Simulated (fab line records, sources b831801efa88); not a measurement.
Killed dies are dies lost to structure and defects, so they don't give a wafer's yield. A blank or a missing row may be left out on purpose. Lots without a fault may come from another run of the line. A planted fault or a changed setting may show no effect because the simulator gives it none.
Problem report in the 8D (eight disciplines) form, filled by code | flow gf180mcu | the parts of the form that need people (team, actions taken, sign-off) are left out

1. THE PROBLEM
CONTACT_W_RS at GF_CONTACT_RS_MEAS_25 reads a mean of 0.444 ohm/sq on 4 wafers of 2 lots; wafers without a fault read 0.376 ohm/sq with a standard deviation of 0.0083. That is +8.2 standard deviations from the usual mean.
The step: measures by four-point-probe.
First seen on wafer L911.2, day 23 14:15, on film_metro-03. The record holds 33 wafers of 11 lots with a number at this step. Rule for "out", or "out of limits": more than 4 standard deviations from the usual mean. The other wafers with a number count as sound.

2. WHAT IT IS AND WHAT IT IS NOT
question                    | is                             | is not
which readings at this step | CONTACT_W_RS                   | -
which lots                  | L911, L912                     | L891, L892, L893, L895, L896, L897, L900, L902, L904
which wafers of those lots  | L911.2, L912.2, L912.4, L912.6 | L911.1, L911.3
read on which gauges        | film_metro-02, film_metro-03   | film_metro-01
when                        | from day 23 14:15              | up to then (29 sound wafers)

3. SUSPECTS, AND WHAT RULES EACH OUT
Counting: a tool at a process step up to the reading stays a suspect if it ran every lot that is out. Sound lots after the first of them don't rule it out here, since some wafers of a struck lot are sound.
- the gauge at GF_CONTACT_RS_MEAS_25: ruled out. The wafers that are out were read on 2 gauges (film_metro-02, film_metro-03).
- plasma_asher-01 at GF_SAB_STRIP_13 (strips in O2/N2): kept. It ran every lot that is out, first L911 (day 22 13:35); its last sound lot up to then is L904 (day 20 04:44).
- cvd_w-01 at GF_CONTACT_CVD_24 (deposits W, target thk 300 nm, time 90.339 s): kept. It ran every lot that is out, first L911 (day 23 14:09); its last sound lot up to then is L904 (day 21 06:35). Its own readings are out on those wafers: chamber_pressure_Torr.
- Within cvd_w-01 at GF_CONTACT_CVD_24: the wafers that are out ran in chamber 1; their sound lot-mates ran in chamber 0.
Left after counting: plasma_asher-01 at GF_SAB_STRIP_13, cvd_w-01 at GF_CONTACT_CVD_24.

4. THE CAUSE (what the simulator had put in)
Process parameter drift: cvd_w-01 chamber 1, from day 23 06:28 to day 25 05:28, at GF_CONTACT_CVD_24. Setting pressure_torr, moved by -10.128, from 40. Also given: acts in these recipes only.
Counting left 2 suspects, and this tool is among them.

5. THE CHAIN OF EFFECTS, in route order
Each row: a reading whose mean over the struck wafers that have a number lies more than 3 standard deviations from the usual. Only readings for which the record gives a usual standard deviation are gone through. hours: the time from each lot's start at the first step in this table that gives one to its start at this step, as a median over the lots. sigmas: the change in usual standard deviations.
hours | step                   | reading               | usual        | on struck wafers | change | sigmas
0     | GF_CONTACT_CVD_24      | chamber_pressure_Torr | 39.99 Torr   | 29.93            | -10.06 | -99 or more
0     | GF_CONTACT_RS_MEAS_25  | CONTACT_W_RS          | 0.376 ohm/sq | 0.444            | +0.068 | +8.2
0     | GF_CONTACT_THK_MEAS_26 | CONTACT_W_THK         | 314 nm       | 266              | -48    | -6.7
0     | GF_CONTACT_CMP_27      | time_to_endpoint_s    | 72 s         | 61               | -11    | -3.5
The process steps in it:
- GF_CONTACT_CVD_24: deposits W, target thk 300 nm, time 90.339 s.
- GF_CONTACT_CMP_27: polishes, stops on SiO2, t overpolish 15 s, target thk 0 nm.

6. WHAT WOULD HAVE CAUGHT IT SOONER
In this record the first reading out of limits at a measuring or inspecting step was taken at day 23 14:15, 8 hours after the fault began at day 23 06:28.
The tool's own readings at GF_CONTACT_CVD_24 were out on every struck wafer that the step has a row for (chamber_pressure_Torr): an alarm limit on them would have fired on the first of those.
Of the lots that are out (2), L912 began GF_CONTACT_CVD_24 on cvd_w-01 after day 23 14:15. A hold on the tool at that time would have spared it.
